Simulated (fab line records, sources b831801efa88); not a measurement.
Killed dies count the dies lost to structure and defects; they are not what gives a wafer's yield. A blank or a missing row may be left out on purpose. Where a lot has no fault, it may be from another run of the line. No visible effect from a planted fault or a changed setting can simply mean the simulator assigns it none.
Shared-tool check :: flow sky130 :: Sampled: 14 lots, 42 wafers

## REASON IT WAS OPENED
SKY_VIA4_OVL_MEAS_11, reading VIA4_OVL: flagged on 2 of 14 lots. Fault-free wafers read 1.1 nm, with a standard deviation of 1.4.
Rule: a lot is flagged when every wafer of it that has a number lies more than 4 standard deviations from that mean, or none has a number. As for the other lots, they are considered sound.

lot: L603
measured: day 42 16:55
on: overlay-01
VIA4_OVL (nm), wafer by wafer: 0.3 -0.5 -0.2
flag: 

lot: L604
measured: day 43 02:04
on: overlay-01
VIA4_OVL (nm), wafer by wafer: -0.5 -0.4 1.3
flag: 

lot: L605
measured: day 43 13:13
on: overlay-02
VIA4_OVL (nm), wafer by wafer: -0.5 1.2 1.2
flag: 

lot: L606
measured: day 43 14:20
on: overlay-01
VIA4_OVL (nm), wafer by wafer: 1.0 2.5 2.4
flag: 

lot: L607
measured: day 44 05:31
on: overlay-02
VIA4_OVL (nm), wafer by wafer: 0.7 -0.2 -1.3
flag: 

lot: L609
measured: day 44 08:37
on: overlay-01
VIA4_OVL (nm), wafer by wafer: 3.7 0.8 2.6
flag: 

lot: L610
measured: day 44 19:03
on: overlay-02
VIA4_OVL (nm), wafer by wafer: 1.2 1.1 -0.5
flag: 

lot: L611
measured: day 45 02:59
on: overlay-02
VIA4_OVL (nm), wafer by wafer: 0.3 -0.4 -1.5
flag: 

lot: L613
measured: day 45 12:53
on: overlay-02
VIA4_OVL (nm), wafer by wafer: 0.9 0.8 1.9
flag: 

lot: L614
measured: day 45 22:20
on: overlay-01
VIA4_OVL (nm), wafer by wafer: 1.3 -0.5 0.7
flag: 

lot: L615
measured: day 46 02:00
on: overlay-01
VIA4_OVL (nm), wafer by wafer: 0.2 -2.6 0.0
flag: 

lot: L619
measured: day 47 06:55
on: overlay-02
VIA4_OVL (nm), wafer by wafer: 135.7 133.8 135.2
flag: FLAGGED

lot: L618
measured: day 47 08:45
on: overlay-01
VIA4_OVL (nm), wafer by wafer: 134.9 133.4 131.8
flag: FLAGGED

lot: L626
measured: day 48 16:24
on: overlay-02
VIA4_OVL (nm), wafer by wafer: 2.0 1.9 2.2
flag: 
On average the flagged lots' numbers are 134.1 nm, which is +133.0 nm against the usual, or +95 standard deviations.

## WHICH TOOL EACH LOT WENT THROUGH
The record holds 1 process step before the reading, out of a route of 708 steps. In each cell: the tool, then ch and the chambers that the sampled wafers went through, then the start.
lot: L603
flag: 
SKY_VIA4_EXPOSE_08: ilineStepper-01 ch 0, day 42 05:19

lot: L604
flag: 
SKY_VIA4_EXPOSE_08: ilineStepper-02 ch 0, day 42 15:28

lot: L605
flag: 
SKY_VIA4_EXPOSE_08: ilineStepper-02 ch 0, day 43 01:25

lot: L606
flag: 
SKY_VIA4_EXPOSE_08: ilineStepper-02 ch 0, day 43 02:42

lot: L607
flag: 
SKY_VIA4_EXPOSE_08: ilineStepper-02 ch 0, day 43 19:14

lot: L609
flag: 
SKY_VIA4_EXPOSE_08: ilineStepper-02 ch 0, day 43 21:55

lot: L610
flag: 
SKY_VIA4_EXPOSE_08: ilineStepper-02 ch 0, day 44 08:02

lot: L611
flag: 
SKY_VIA4_EXPOSE_08: ilineStepper-02 ch 0, day 44 16:35

lot: L613
flag: 
SKY_VIA4_EXPOSE_08: ilineStepper-02 ch 0, day 45 01:56

lot: L614
flag: 
SKY_VIA4_EXPOSE_08: ilineStepper-01 ch 0, day 45 12:07

lot: L615
flag: 
SKY_VIA4_EXPOSE_08: ilineStepper-01 ch 0, day 45 15:53

lot: L619
flag: FLAGGED
SKY_VIA4_EXPOSE_08: ilineStepper-01 ch 0, day 46 20:58

lot: L618
flag: FLAGGED
SKY_VIA4_EXPOSE_08: ilineStepper-01 ch 0, day 46 22:38

lot: L626
flag: 
SKY_VIA4_EXPOSE_08: ilineStepper-02 ch 0, day 48 07:29
These steps, and what they do:
- SKY_VIA4_EXPOSE_08: exposes mask VIM4, target cd 800 nm.
- SKY_VIA4_OVL_MEAS_11

## FLAGGED AGAINST TOTAL, ONE TOOL AT A TIME (gauges that did the reading follow at the end)
step: SKY_VIA4_EXPOSE_08
tool: ilineStepper-01
lots run: 5
flagged: 2
share of the flagged lots: all
sound lots run after its first flagged lot: 0

step: SKY_VIA4_EXPOSE_08
tool: ilineStepper-02
lots run: 9
flagged: 0
share of the flagged lots: none
sound lots run after its first flagged lot: -

step: SKY_VIA4_OVL_MEAS_11
tool: overlay-01
lots run: 7
flagged: 1
share of the flagged lots: some
sound lots run after its first flagged lot: 0

step: SKY_VIA4_OVL_MEAS_11
tool: overlay-02
lots run: 7
flagged: 1
share of the flagged lots: some
sound lots run after its first flagged lot: 1 (L626)

## THE TABLE: WHAT IT ALLOWS
1 row of the table ran every flagged lot: ilineStepper-01 at SKY_VIA4_EXPOSE_08.
- ilineStepper-01 at SKY_VIA4_EXPOSE_08: 2 of its 5 lots flagged. Its last sound lot is L615 (day 45 15:53), its first flagged lot L619 (day 46 20:58): a fault that began between those two fits.
What remains is a single tool, ilineStepper-01 at SKY_VIA4_EXPOSE_08.

## WHAT THE SIMULATOR PUT IN
Scanner matching overlay: ilineStepper-01, from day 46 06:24 on, at SKY_VIA4_EXPOSE_08. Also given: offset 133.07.
Shown lots that were struck: L619, L618. This agrees with what the rule above found.
